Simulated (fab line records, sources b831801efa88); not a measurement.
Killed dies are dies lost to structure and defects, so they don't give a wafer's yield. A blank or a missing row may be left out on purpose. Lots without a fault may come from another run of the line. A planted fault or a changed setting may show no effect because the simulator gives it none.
One fault seen from 2 desks | flow sky130 | each desk has only its own numbers; what lay behind them comes last

THE TOOL OWNER'S DESK: pvd_sputter-01
The tool's own readings at SKY_METAL5_SPUTTER_02 (material AlCu, target thk 1150 nm, time 61.2 s): means of the sampled wafers that have a number, for each lot that ran on this tool. A lot is out of limits, marked OUT, if its mean lies more than 4 standard deviations from the usual mean; the brackets give that distance.
Columns: A = throttle_valve_pct at SKY_METAL5_SPUTTER_02, usual 30.1 %
lot  | first seen here | A
L182 | day 42 12:08    | 31.4
L184 | day 43 07:43    | 30.2
L185 | day 43 10:36    | 30.0
L188 | day 44 16:22    | 30.0
L200 | day 47 15:36    | 30.1
L204 | day 48 06:55    | 30.8
This desk's finding: nothing out of limits on any of the 6 lots.

THE METROLOGY DESK
What the gauges read, lot by lot, whatever tool the lot ran on: means of the sampled wafers that have a number. A lot is out of limits, marked OUT, if its mean lies more than 4 standard deviations from the usual mean; the brackets give that distance.
Columns: A = METAL5_ALCU_RS at SKY_METAL5_RS_MEAS_05, usual 0.02703 ohm/sq; B = METAL5_ALCU_THK at SKY_METAL5_THK_MEAS_06, usual 1142 nm
lot  | first seen here | A                 | B
L182 | day 42 12:16    | 0.02690           | 1150
L183 | day 43 07:07    | 0.02707           | 1137
L184 | day 43 07:52    | 0.02687           | 1145
L185 | day 43 10:43    | 0.02165 (-26) OUT | 1429 (+29) OUT
L188 | day 44 16:29    | 0.02155 (-26) OUT | 1422 (+28) OUT
L193 | day 45 22:55    | 0.02694           | 1141
L195 | day 46 10:49    | 0.02730           | 1128
L196 | day 46 17:59    | 0.02687           | 1144
L198 | day 47 02:01    | 0.02708           | 1134
L200 | day 47 15:43    | 0.02699           | 1154
L201 | day 47 16:58    | 0.02699           | 1155
L202 | day 47 23:41    | 0.02690           | 1143
L203 | day 48 02:55    | 0.02727           | 1138
L204 | day 48 07:02    | 0.02658           | 1155
This desk's finding: out of limits on L185, L188; first on L185, day 43 10:43 (METAL5_ALCU_RS at SKY_METAL5_RS_MEAS_05). In limits: L182, L183, L184, L193, L195, L196, L198, L200, L201, L202, L203, L204.

PUT TOGETHER
The metrology desk could have raised an alarm at day 43 10:43, on L185, L188.
The tool owner's desk saw nothing out of limits.
The tool owner's desk has L185, L188 on record, within its limits.
Of the lots named, all ran SKY_METAL5_SPUTTER_02 on pvd_sputter-01.

WHAT THE SIMULATOR HAD PUT IN
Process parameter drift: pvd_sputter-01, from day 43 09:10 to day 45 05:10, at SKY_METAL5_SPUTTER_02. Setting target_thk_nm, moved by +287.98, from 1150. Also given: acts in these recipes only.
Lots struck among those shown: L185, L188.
Hours from the fault's start to each desk's first reading out of limits: the metrology desk, 2.
